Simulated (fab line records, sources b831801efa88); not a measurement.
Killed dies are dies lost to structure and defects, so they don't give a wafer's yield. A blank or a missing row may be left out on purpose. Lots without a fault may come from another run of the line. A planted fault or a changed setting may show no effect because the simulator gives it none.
Which tool did it? | flow sky130 | 14 lots, 42 wafers sampled, at 1 step of a route of 708

WHAT THE GAUGES READ, wafer by wafer
The record holds no reading of a measuring or inspecting step that can be judged against a usual standard deviation.

WHICH TOOL RAN EACH LOT (tool, then ch and the chambers of the sampled wafers, then the start)
lot  | SKY_SONOS_ONO_EXPOSE_10
L703 | iline_stepper-01 ch 0, day 12 01:28
L704 | iline_stepper-02 ch 0, day 12 13:25
L705 | iline_stepper-02 ch 0, day 13 00:07
L706 | iline_stepper-01 ch 0, day 13 07:56
L707 | iline_stepper-01 ch 0, day 13 15:11
L713 | iline_stepper-02, day 15 07:48
L714 | iline_stepper-02, day 15 21:47
L719 | iline_stepper-02 ch 0, day 18 05:08
L720 | iline_stepper-02 ch 0, day 18 06:20
L722 | iline_stepper-02 ch 0, day 18 15:01
L723 | iline_stepper-01 ch 0, day 18 19:14
L724 | iline_stepper-01 ch 0, day 19 06:25
L725 | iline_stepper-02 ch 0, day 19 11:04
L726 | iline_stepper-01 ch 0, day 20 01:10
- SKY_SONOS_ONO_EXPOSE_10: exposes mask ONOM, target cd 410 nm.

WHAT THE TOOLS THEMSELVES READ (means of the sampled wafers that have a number; where no wafer has one, the mark that the record gives instead)
SKY_SONOS_ONO_EXPOSE_10.
lot  | tool             | exposure_dose_mJ_cm2 | focus_offset_nm (nm)
L703 | iline_stepper-01 | 149.97               | -0.1
L704 | iline_stepper-02 | 149.86               | 0.1
L705 | iline_stepper-02 | 149.76               | -0.2
L706 | iline_stepper-01 | 150.03               | 0.3
L707 | iline_stepper-01 | 150.06               | -0.1
L713 | iline_stepper-02 | -                    | -
L714 | iline_stepper-02 | -                    | -
L719 | iline_stepper-02 | 150.00               | 0.0
L720 | iline_stepper-02 | 149.71               | 0.3
L722 | iline_stepper-02 | 149.97               | 1.0
L723 | iline_stepper-01 | 149.86               | -0.6
L724 | iline_stepper-01 | 150.01               | -0.0
L725 | iline_stepper-02 | 149.71               | 0.5
L726 | iline_stepper-01 | 149.99               | -0.1

THE ANSWER, worked out from the rows above alone
Rule: what is usual is taken from the lots themselves. Put in order of their means at a reading, lots are off if they are a third of the lots or fewer, leave a main group of 4 or more, and stand apart from it by a gap of 3 or more times the standard deviation of the main group's means; of several such gaps the widest counts. A main group whose means are all the same, to the digits that the tables above print for the reading, isn't used. A lot without any number at a reading at which 4 lots or more have one is off too. The other lots that the step has rows for count as sound. The gauges are gone through in route order, then the tools' own readings, and for those a lot's mean is taken as printed above. The first step at which some lot is off is used, and at that step the reading that is off furthest; a lot without a number counts as furthest.
Off: L713, L714, at SKY_SONOS_ONO_EXPOSE_10 (exposure_dose_mJ_cm2). Without a number there: L713, L714. The main group: mean 149.91, standard deviation 0.12.
A tool fits if, at that step or a process step before it, it ran every lot that is off, and no sound lot after the first of them. None of those tried fits.

WHAT THE SIMULATOR HAD PUT IN
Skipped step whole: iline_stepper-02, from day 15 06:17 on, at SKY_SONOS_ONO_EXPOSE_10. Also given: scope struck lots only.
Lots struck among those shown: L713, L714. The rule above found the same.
